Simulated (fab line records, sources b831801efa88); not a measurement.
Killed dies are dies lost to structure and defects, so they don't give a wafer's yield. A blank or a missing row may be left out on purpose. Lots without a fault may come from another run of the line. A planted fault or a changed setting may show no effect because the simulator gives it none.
Problem report in the 8D (eight disciplines) form, filled by code | flow sfq_line | the parts of the form that need people (team, actions taken, sign-off) are left out

1. THE PROBLEM
oes_product_au at SFQ_TRILAYER_R5_ETCH_METAL_ETCH_139 reads a mean of 0.846 a.u. on 4 wafers of 3 lots; wafers without a fault read 0.991 a.u. with a standard deviation of 0.0059. That is -25 standard deviations from the usual mean.
The step: etches the open film in Cl2, stops on SiO2, target depth 60 nm, time 40 s.
First seen on wafer L146.1, day 75 01:26, on rie_metal-01. The record holds 45 wafers of 15 lots with a number at this step. Rule for "out", or "out of limits": more than 4 standard deviations from the usual mean. The other wafers with a number count as sound.

2. WHAT IT IS AND WHAT IT IS NOT
question                    | is                             | is not
which readings at this step | oes_product_au                 | drypump_motor_current_A
which lots                  | L146, L147, L151               | L137, L138, L139, L142, L144, L153, L154, L155, L156, L157, L158, L159
which wafers of those lots  | L146.1, L147.1, L147.4, L151.6 | L146.2, L146.5, L147.2, L151.2, L151.5
read on which tools         | rie_metal-01                   | rie_metal-03, rie_metal-04
when                        | from day 75 01:26              | up to then (17 sound wafers); but 24 sound wafers of L147, L151, L153, L154, L155, L156, L157, L158, L159 came after

3. SUSPECTS, AND WHAT RULES EACH OUT
Counting: a tool at a process step up to the reading stays a suspect if it ran every lot that is out. Sound lots after the first of them don't rule it out here, since some wafers of a struck lot are sound.
- rie_metal-03 at SFQ_TRILAYER_I4_VIA_STRIP_STRIP_107 (strips in O2): kept. It ran every lot that is out, first L146 (day 62 14:39); its last sound lot up to then is L137 (day 59 11:12).
- rie_metal-01 at SFQ_TRILAYER_R5_ETCH_METAL_ETCH_139 (etches the open film in Cl2, stops on SiO2, target depth 60 nm, time 40 s): kept. It ran every lot that is out, first L146 (day 75 01:26); its last sound lot up to then is L142 (day 74 18:14). Its own readings are out on those wafers: oes_product_au.
- Within rie_metal-01 at SFQ_TRILAYER_R5_ETCH_METAL_ETCH_139: the wafers that are out ran in chamber 1; their sound lot-mates ran in chamber 0.
Left after counting: rie_metal-03 at SFQ_TRILAYER_I4_VIA_STRIP_STRIP_107, rie_metal-01 at SFQ_TRILAYER_R5_ETCH_METAL_ETCH_139.

4. THE CAUSE (what the simulator had put in)
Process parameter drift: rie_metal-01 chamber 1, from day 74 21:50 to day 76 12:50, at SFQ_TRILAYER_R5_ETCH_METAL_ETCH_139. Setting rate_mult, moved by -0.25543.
Counting left 2 suspects, and this tool is among them.

5. THE CHAIN OF EFFECTS, in route order
Each row: a reading whose mean over the struck wafers that have a number lies more than 3 standard deviations from the usual. Only readings for which the record gives a usual standard deviation are gone through. hours: the time from each lot's start at the first step in this table that gives one to its start at this step, as a median over the lots. sigmas: the change in usual standard deviations.
hours | step                                | reading        | usual      | on struck wafers | change | sigmas
0     | SFQ_TRILAYER_R5_ETCH_METAL_ETCH_139 | oes_product_au | 0.991 a.u. | 0.846            | -0.145 | -25
The process steps in it:
- SFQ_TRILAYER_R5_ETCH_METAL_ETCH_139: etches the open film in Cl2, stops on SiO2, target depth 60 nm, time 40 s.

6. WHAT WOULD HAVE CAUGHT IT SOONER
In this record the first reading out of limits was taken at day 75 01:26, 4 hours after the fault began at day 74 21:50.
